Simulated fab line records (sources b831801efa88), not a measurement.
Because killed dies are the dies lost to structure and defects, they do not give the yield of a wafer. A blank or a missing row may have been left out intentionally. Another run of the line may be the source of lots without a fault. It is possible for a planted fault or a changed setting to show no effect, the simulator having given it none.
A struck lot beside a sound one ; flow gf180mcu ; 16 out of 602 route steps
Sound: wafers L790.1, L790.3, L790.4. The struck wafers were L785.1, L785.2, L785.4. The cause is given at the end.
Per side, at each step with rows, come the tool, then ch with its chambers, and then its first start. Under that, the readings that differ: sound wafers ; struck wafers ; difference of the means ; sigmas: that difference in standard deviations of wafers without a fault.
alike: same words and numbers on both sides, and readings whose means sit less than 2 such deviations apart. not compared: any withheld reading, any reading some wafer has no value for, any bound like >300 that may hide the same value, and any number with overlapping values for which the record gives no deviation.
A row with sigmas, a row that says differs or no value, or rows on one side alone: a step with any of these is where the two part. Non-overlapping numbers with no deviation appear without sigmas and do not part them. Lack of a reading on every wafer of one side parts them only where that side has two or more wafers.

first, 5 steps without rows for these wafers: GF_SAB_COAT_04 (resist thk 1000 nm); GF_SAB_SOFTBAKE_05 (time 60 s); GF_SAB_EXPOSE_06 (exposes mask SAB, target cd 420 nm); GF_SAB_PEB_07; GF_SAB_DEVELOP_08 (develop time 60 s).
GF_SAB_CD_MEAS_09 targets a cd of 420 nm.
  sound on cd-sem-02 at day 21 18:31; struck on cd-sem-01 at day 19 21:33
reading;sound;struck;difference;sigmas
cd-nm (nm);424.0 424.1 425.9;421.1 419.4 418.9;-4.9;-2
GF_SAB_OVL_MEAS_10:
  sound on overlay-01 at day 21 18:38; struck on overlay-02 at day 19 21:40
  alike: SAB_OVL
GF_SAB_ETCH_11: etches SiO2 in C4F8/O2/Ar, target depth 55 nm, time 8.5 s.
  sound on rie-diel-01 ch 0,1,2, day 21 18:41; struck on rie-diel-01 ch 0,1,3, day 19 21:42
  alike: bias-w, oes-product-au, rf-fwd-power-W
  not compared: rf-hours-counter-h
then, 1 step without rows for these wafers: GF_SAB_WET_ETCH_12 (etches SiO2 in dHF, target depth 22 nm, time 440 s).
GF_SAB_STRIP_13: strips in O2/N2.
  sound on plasma-asher-03 ch 0,1, day 21 18:51; struck on plasma-asher-02 ch 0,1, day 19 21:52
  alike: drypump-motor-current-A, heater-power-w, oes-product-au, strip-time-to-endpoint-s
  not compared: rf-hours-counter-h
then, 2 steps without rows for these wafers: GF_SALICIDE_CLEAN_00 (cleans in SC1/SC2, time 150 s); GF_SALICIDE_WET_ETCH_01 (etches SiO2 in dHF, target depth 5 nm, time 100 s).
GF_SALICIDE_SPUTTER_02: material Co, target thk 10 nm, time 20 s.
  sound on pvd-sputter-02 at day 21 19:03; struck on pvd-sputter-01 at day 19 22:04
  no value came back on the struck wafers for cathode-dc-power-W (W), chamber-pressure-pa (Pa), throttle-valve-pct (%); on the sound wafers cathode-dc-power-W (W) reads 999.79 999.97 1000.2
GF_SALICIDE_SPUTTER_03: material TiN, target thk 20 nm, time 15.99 s.
  sound on pvd-sputter-02 at day 21 19:05; struck on pvd-sputter-01 at day 19 22:05
  alike: cathode-dc-power-W, chamber-pressure-pa, throttle-valve-pct
GF_SALICIDE_RS_MEAS_04: the measuring method here is four-point-probe.
  sound on film-metro-01 at day 21 19:06; struck on film-metro-03 at day 19 22:07
reading;sound;struck;difference;sigmas
SALICIDE_TIN_RS (ohm/sq);16.83 17.18 17.17;59.96 58.76 59.07;+42.20;+99 or more
-- the record jumps here: 13 days lie between the struck wafers' starts before and after (it left off in module SALICIDE and takes up again in module PASSIVATION, whose first step shown is number 602 of the route) --
GF_PASSIVATION_PROBE_99:
  rows exist in the record for the struck wafers here (prober-02, day 32 18:21), but not for the sound ones

## WHERE THEY PART
First at GF_SAB_CD_MEAS_09; last, within this record, at GF_PASSIVATION_PROBE_99.

WHY: what had been put in by the simulator
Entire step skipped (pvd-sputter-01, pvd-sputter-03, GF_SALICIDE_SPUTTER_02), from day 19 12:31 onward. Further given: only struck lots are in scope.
